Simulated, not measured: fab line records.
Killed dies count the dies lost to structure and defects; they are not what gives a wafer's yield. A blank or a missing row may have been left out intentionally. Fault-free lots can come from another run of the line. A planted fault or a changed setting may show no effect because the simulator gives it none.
What tool caused it? :: flow sky130 :: 12 lots, 36 wafers sampled, at 2 steps of a route of 708

== WHAT THE GAUGES SHOWED, per wafer ==
SKY_SONOS_ONO_CD_MEAS_13: the cd target is 410 nm.
lot: L075
measured: day 13 03:26
on: cdSem-02
cdNm (nm): 407.4 410.9 411.2

lot: L077
measured: day 13 14:34
on: cdSem-01
cdNm (nm): 408.1 406.6 409.6

lot: L079
measured: day 14 06:13
on: cdSem-01
cdNm (nm): 410.8 412.0 412.7

lot: L081
measured: day 14 21:34
on: cdSem-02
cdNm (nm): 408.2 411.7 410.6

lot: L083
measured: day 15 16:50
on: cdSem-02
cdNm (nm): 408.4 410.8 412.6

lot: L085
measured: day 16 06:50
on: cdSem-01
cdNm (nm): 405.9 409.9 408.1

lot: L087
measured: day 17 02:01
on: cdSem-01
cdNm (nm): 405.1 407.5 407.4

lot: L089
measured: day 17 19:17
on: cdSem-02
cdNm (nm): 415.2 412.2 413.4

lot: L091
measured: day 18 15:02
on: cdSem-02
cdNm (nm): 410.2 408.8 411.3

lot: L093
measured: day 19 05:41
on: cdSem-02
cdNm (nm): 408.2 408.6 407.1

lot: L095
measured: day 19 23:16
on: cdSem-02
cdNm (nm): 408.6 409.5 409.7

lot: L097
measured: day 20 09:56
on: cdSem-02
cdNm (nm): 407.9 408.3 408.4

== WHICH TOOL RAN EACH LOT (tool, then ch and the chambers of the sampled wafers, then the start) ==
lot: L075
SKY_DNWELL_STRIP_08: plasmaAsher-03 ch 0,1, day 3 11:00

lot: L077
SKY_DNWELL_STRIP_08: plasmaAsher-01 ch 0,1, day 3 19:49

lot: L079
SKY_DNWELL_STRIP_08: plasmaAsher-01 ch 0,1, day 4 06:44

lot: L081
SKY_DNWELL_STRIP_08: plasmaAsher-02 ch 0,1, day 4 15:46

lot: L083
SKY_DNWELL_STRIP_08: plasmaAsher-01 ch 0,1, day 5 05:41

lot: L085
SKY_DNWELL_STRIP_08: plasmaAsher-03 ch 0,1, day 5 14:28

lot: L087
SKY_DNWELL_STRIP_08: plasmaAsher-01 ch 1, day 6 01:43

lot: L089
SKY_DNWELL_STRIP_08: plasmaAsher-01 ch 0,1, day 6 11:52

lot: L091
SKY_DNWELL_STRIP_08: plasmaAsher-03 ch 0,1, day 7 00:06

lot: L093
SKY_DNWELL_STRIP_08: plasmaAsher-02 ch 0,1, day 7 09:05

lot: L095
SKY_DNWELL_STRIP_08: plasmaAsher-03 ch 0,1, day 7 20:35

lot: L097
SKY_DNWELL_STRIP_08: plasmaAsher-03 ch 0,1, day 8 06:02
- SKY_DNWELL_STRIP_08: strips in O2/N2.

== THE ANSWER, worked out from the rows above alone ==
Rule: the lots themselves supply what counts as usual. The widest of any qualifying gaps counts: lots, ordered by their means at a reading, are off when they make up no more than a third of the lots, leave a main group of 4 or more, and stand apart from it by 3 or more times the standard deviation of that group's means. A main group is skipped when, at the precision printed for the reading in the tables above, its means are all equal. A lot without any number at a reading at which 4 lots or more have one is off too. The other lots that the step has rows for count as sound.
No lot is off on any of the readings shown, so nothing can be concluded from this.

== WHAT WAS PUT IN BY THE SIMULATOR ==
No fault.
